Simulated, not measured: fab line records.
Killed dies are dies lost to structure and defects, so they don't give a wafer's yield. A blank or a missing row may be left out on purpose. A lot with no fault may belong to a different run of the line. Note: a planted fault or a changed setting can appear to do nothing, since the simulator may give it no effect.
Split-lot study    flow sky130    route with 708 steps; 5 lots, 23 wafers read

== THE SPLIT ITSELF ==
At SKY_LOCAL_INTERCONNECT_EXPOSE_08 (exposes mask LI1M, target cd 170 nm), the setting dose_mj was moved away from the recipe's 28 on 6 of the 23 wafers read, by -7.3% to +2.1%. All remaining wafers had this setting at the recipe value.

== FROM THE SPLIT TO THE READING: what the file shows between them, 2 steps ==
- SKY_LOCAL_INTERCONNECT_PEB_09
- SKY_LOCAL_INTERCONNECT_DEVELOP_10: develop time 60 s

== THE READING ==
cd_nm, in nm, at SKY_LOCAL_INTERCONNECT_CD_MEAS_11 (target cd 170 nm). Fault-free wafers of this fab line usually give 169.4 nm, standard deviation 1.9 nm.

wafer   tool, chamber at the split  dose_mj as run  against the recipe  cd_nm, nm  against lot-mates on the recipe
L077.1  krf_scanner-01, 0           28              recipe              170.2      -
L077.4  krf_scanner-01, 0           28              recipe              169.2      -
L077.6  krf_scanner-01, 0           28              recipe              170.8      -
L078.1  krf_scanner-01, 0           28.6            +2.1%               162.7      -4.4
L078.2  krf_scanner-01, 0           28              recipe              165.9      -
L078.4  krf_scanner-01, 0           28              recipe              167.5      -
L078.5  krf_scanner-01, 0           28              recipe              167.9      -
L078.6  krf_scanner-01, 0           28.6            +2.1%               161.8      -5.3
L081.1  krf_scanner-01, 0           28              recipe              170.2      -
L081.2  krf_scanner-01, 0           28              recipe              167.3      -
L081.3  krf_scanner-01, 0           28              recipe              170.2      -
L081.4  krf_scanner-01, 0           28              recipe              167.7      -
L081.5  krf_scanner-01, 0           28              recipe              171.2      -
L083.1  krf_scanner-02, 0           25.96           -7.3%               183.0      +15.8
L083.3  krf_scanner-02, 0           25.96           -7.3%               182.8      +15.6
L083.4  krf_scanner-02, 0           28              recipe              165.7      -
L083.5  krf_scanner-02, 0           28              recipe              168.4      -
L083.6  krf_scanner-02, 0           28              recipe              167.6      -
L082.2  krf_scanner-01, 0           28              recipe              170.2      -
L082.3  krf_scanner-01, 0           28              recipe              169.8      -
L082.4  krf_scanner-01, 0           27.46           -1.9%               173.6      +3.8
L082.5  krf_scanner-01, 0           27.46           -1.9%               174.1      +4.3
L082.6  krf_scanner-01, 0           28              recipe              169.4      -

FIT RESULTS
A straight line over all 23 wafers: cd_nm changes by -2.08 nm for each +1% of dose_mj; r = -0.95; the points scatter about the line by 1.7 nm.
The same after taking each lot's own level away (the mean of its wafers on the recipe; 23 wafers): -2.16 nm for each +1%; r = -0.98; scatter 0.98 nm.
That fit puts the effect of the largest move of dose_mj on the reading at 16 nm.
Across the lots, their own levels run from 167.10 to 170.07 nm, a range of 1.6 times the standard deviation given above.
Consequently the slope shifts little with the lot-to-lot level, the two slopes agreeing.
Check: for one of the wafers moved furthest among these (-7.3%), held out of the fit, the line's prediction against its lot-mates is +15.6 nm. Against them it came out at +15.8 nm.

== THE OTHER SPLITS THESE WAFERS WENT THROUGH ==
Other splits were also applied to these wafers ahead of the reading. Each is held against what the fit with the lots' levels taken away leaves over:
other split on the same wafers            wafers away from the commonest value  r with cd_nm (lot level and that fit taken away)
SKY_SD_P_COAT_02 spin_rpm                 9                                     -0.06
SKY_RES_XHIGH_COAT_02 spin_rpm            9                                     -0.37
SKY_RES_XHIGH_IMPLANT_07 energy_kev       5                                     +0.07
SKY_SD_N_IMPLANT_09 energy_kev            11                                    -0.17
SKY_LI_CONTACT_CMP_02 leave_above_ref_nm  5                                     +0.56
SKY_LI_CONTACT_EXPOSE_09 dose_mj          7                                     -0.14
SKY_LI_CONTACT_SPUTTER_19 time_s          7                                     -0.17

== THE WHOLE CHAIN: every reading that the file lists as answering this split, in the file's order ==
step                               what it does                                                          reading                                                                    change (the file's fit)               r (the file's)
SKY_LOCAL_INTERCONNECT_CD_MEAS_11  target cd 170 nm                                                      cd_nm                                                                      -2.16 nm for each +1% of the setting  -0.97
SKY_LOCAL_INTERCONNECT_ETCH_13     etches BARC in N2/H2, stops on SiO2, time 45.9 s, target depth 60 nm  LOCAL_INTERCONNECT.cd_nm (the simulator's own value, which no gauge read)  -2.08 nm for each +1% of the setting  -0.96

== THE FILE'S OWN FIT ==
cd_nm changes by -2.16 nm for each +1% of dose_mj, r = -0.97.
